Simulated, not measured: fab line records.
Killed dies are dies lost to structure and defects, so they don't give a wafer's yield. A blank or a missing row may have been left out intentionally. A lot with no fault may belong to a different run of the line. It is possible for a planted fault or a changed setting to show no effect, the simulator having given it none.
Which tool did it? + flow sky130 + 6 lots with 18 wafers sampled at 3 steps, on a route of 708 steps

## WHAT THE GAUGES SHOWED, per wafer
SKY_LOCAL_INTERCONNECT_CD_MEAS_11 targets a cd of 170 nm.
| lot  | measured     | on       | cdNm (nm)         |
|------|--------------|----------|-------------------|
| L953 | day 31 04:40 | cdSem-02 | 170.7 170.6 170.4 |
| L960 | day 33 11:20 | cdSem-02 | 170.6 171.5 170.0 |
| L961 | day 33 19:19 | cdSem-02 | 168.3 168.3 171.1 |
| L965 | day 34 21:31 | cdSem-02 | 160.5 161.4 161.8 |
| L969 | day 36 04:22 | cdSem-01 | 164.5 162.9 166.1 |
| L974 | day 37 17:22 | cdSem-02 | 170.5 170.8 170.9 |

## WHICH TOOL RAN EACH LOT (tool, then ch and the chambers of the sampled wafers, then the start)
| lot  | SKY_POLY_GATE_ETCH_15             | SKY_LOCAL_INTERCONNECT_EXPOSE_08 |
|------|-----------------------------------|----------------------------------|
| L953 | rieDiel-03 ch 0,1, day 17 04:00   | krfScanner-02 ch 0, day 30 14:46 |
| L960 | rieDiel-03 ch 0,2, day 19 19:04   | krfScanner-02 ch 0, day 32 21:40 |
| L961 | rieDiel-01 ch 2,3, day 20 03:23   | krfScanner-02 ch 0, day 33 05:53 |
| L965 | rieDiel-04 ch 1,2,3, day 21 12:50 | krfScanner-02 ch 0, day 34 08:06 |
| L969 | rieDiel-03 ch 2,3, day 22 19:08   | krfScanner-02 ch 0, day 35 14:49 |
| L974 | rieDiel-04 ch 1,2,3, day 24 14:35 | krfScanner-01 ch 0, day 37 04:36 |
- SKY_POLY_GATE_ETCH_15: etches BARC in N2/H2, stops on SiO2, time 118.5 s, target depth 110 nm.
- SKY_LOCAL_INTERCONNECT_EXPOSE_08: exposes mask LI1M, target cd 170 nm.

## THE ANSWER, worked out from the rows above alone
Rule: what is usual is taken from the lots themselves. Put in order of their means at a reading, lots are off if they are a third of the lots or fewer, leave a main group of 4 or more, and stand apart from it by a gap of 3 or more times the standard deviation of the main group's means; of several such gaps the widest counts. A main group is skipped when, at the precision printed for the reading in the tables above, its means are all equal. A lot without any number at a reading at which 4 lots or more have one is off too. All remaining lots with rows at the step are treated as sound.
Off: L965, L969, at SKY_LOCAL_INTERCONNECT_CD_MEAS_11 (cdNm). For the main group the mean is 170.3 nm and the standard deviation 0.62.
A tool fits if, at a process step before that reading, it ran every lot that is off, and no sound lot after the first of them. Gauges at SKY_LOCAL_INTERCONNECT_CD_MEAS_11: tried the same way as those tools. One fits: krfScanner-02 at SKY_LOCAL_INTERCONNECT_EXPOSE_08. Its last sound lot is L961 (day 33 05:53), its first lot that is off L965 (day 34 08:06): a fault that began between those two fits.

## WHAT WAS PUT IN BY THE SIMULATOR
Drift in process parameters on krfScanner-02 at SKY_LOCAL_INTERCONNECT_EXPOSE_08, starting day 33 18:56. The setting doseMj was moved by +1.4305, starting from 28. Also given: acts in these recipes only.
Shown lots that were struck: L965, L969. The rule above found the same.
